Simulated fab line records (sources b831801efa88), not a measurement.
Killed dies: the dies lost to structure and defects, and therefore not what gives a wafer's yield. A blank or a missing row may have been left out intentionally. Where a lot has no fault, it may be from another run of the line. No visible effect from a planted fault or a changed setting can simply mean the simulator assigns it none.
Chamber matching / flow sky130 / SKY_VIA3_CMP_02 on cmp-02: 4 sister chambers
The step polishes SiO2. 8 wafers are shown with their chamber, then 11 later ones without.

== WAFERS PAIRED WITH THEIR CHAMBERS ==
wafer=L085.2; chamber=2; motorCurrentA (A)=12.9; slurryFilterDpKPa (kPa)=13.44
wafer=L085.5; chamber=1; motorCurrentA (A)=11.3; slurryFilterDpKPa (kPa)=13.44
wafer=L086.3; chamber=3; motorCurrentA (A)=9.9; slurryFilterDpKPa (kPa)=13.49
wafer=L086.4; chamber=2; motorCurrentA (A)=13.5; slurryFilterDpKPa (kPa)=13.68
wafer=L089.1; chamber=1; motorCurrentA (A)=11.3; slurryFilterDpKPa (kPa)=13.61
wafer=L089.4; chamber=0; motorCurrentA (A)=12.0; slurryFilterDpKPa (kPa)=13.54
wafer=L089.6; chamber=3; motorCurrentA (A)=10.1; slurryFilterDpKPa (kPa)=13.64
wafer=L090.4; chamber=0; motorCurrentA (A)=12.3; slurryFilterDpKPa (kPa)=13.50

== WAFERS MISSING THEIR CHAMBER ==
wafer=L090.5; motorCurrentA (A)=10.7; slurryFilterDpKPa (kPa)=13.44
wafer=L090.6; motorCurrentA (A)=13.0; slurryFilterDpKPa (kPa)=13.47
wafer=L091.2; motorCurrentA (A)=10.5; slurryFilterDpKPa (kPa)=13.50
wafer=L091.5; motorCurrentA (A)=11.4; slurryFilterDpKPa (kPa)=13.62
wafer=L091.6; motorCurrentA (A)=12.0; slurryFilterDpKPa (kPa)=13.49
wafer=L092.3; motorCurrentA (A)=12.3; slurryFilterDpKPa (kPa)=13.37
wafer=L092.4; motorCurrentA (A)=12.1; slurryFilterDpKPa (kPa)=13.51
wafer=L092.5; motorCurrentA (A)=13.1; slurryFilterDpKPa (kPa)=13.48
wafer=L094.2; motorCurrentA (A)=11.0; slurryFilterDpKPa (kPa)=13.66
wafer=L094.5; motorCurrentA (A)=12.3; slurryFilterDpKPa (kPa)=13.29
wafer=L094.6; motorCurrentA (A)=11.5; slurryFilterDpKPa (kPa)=13.51

== CHAMBER TAKEN BY EACH ==
wafer=L090.5; from the rows above=can't be placed: 1 or 3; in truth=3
wafer=L090.6; from the rows above=2; in truth=2
wafer=L091.2; from the rows above=can't be placed: 3 or 1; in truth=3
wafer=L091.5; from the rows above=1; in truth=1
wafer=L091.6; from the rows above=0; in truth=0
wafer=L092.3; from the rows above=0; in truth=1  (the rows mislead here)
wafer=L092.4; from the rows above=0; in truth=0
wafer=L092.5; from the rows above=2; in truth=2
wafer=L094.2; from the rows above=1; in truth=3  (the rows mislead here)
wafer=L094.5; from the rows above=0; in truth=0
wafer=L094.6; from the rows above=can't be placed: 1 or 0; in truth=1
Correctly placed: 6 of 11. Cannot be placed on the basis of these rows: 3; the candidates contain the true chamber in 3. Wrongly placed: 2.
How it was worked out, from the rows above alone: a wafer's distance from a chamber is the root of the sum, over the readings, of the square of ((its reading less the chamber's mean) divided by the reading's scatter). The wafer belongs to the nearest chamber; if the next one is less than 2 further off, it can't be placed. Each chamber's mean is taken over the wafers shown for it. The scatter: the root of (the sum of the squares of (reading less its chamber's mean) over the shown wafers, divided by (wafers less chambers)).
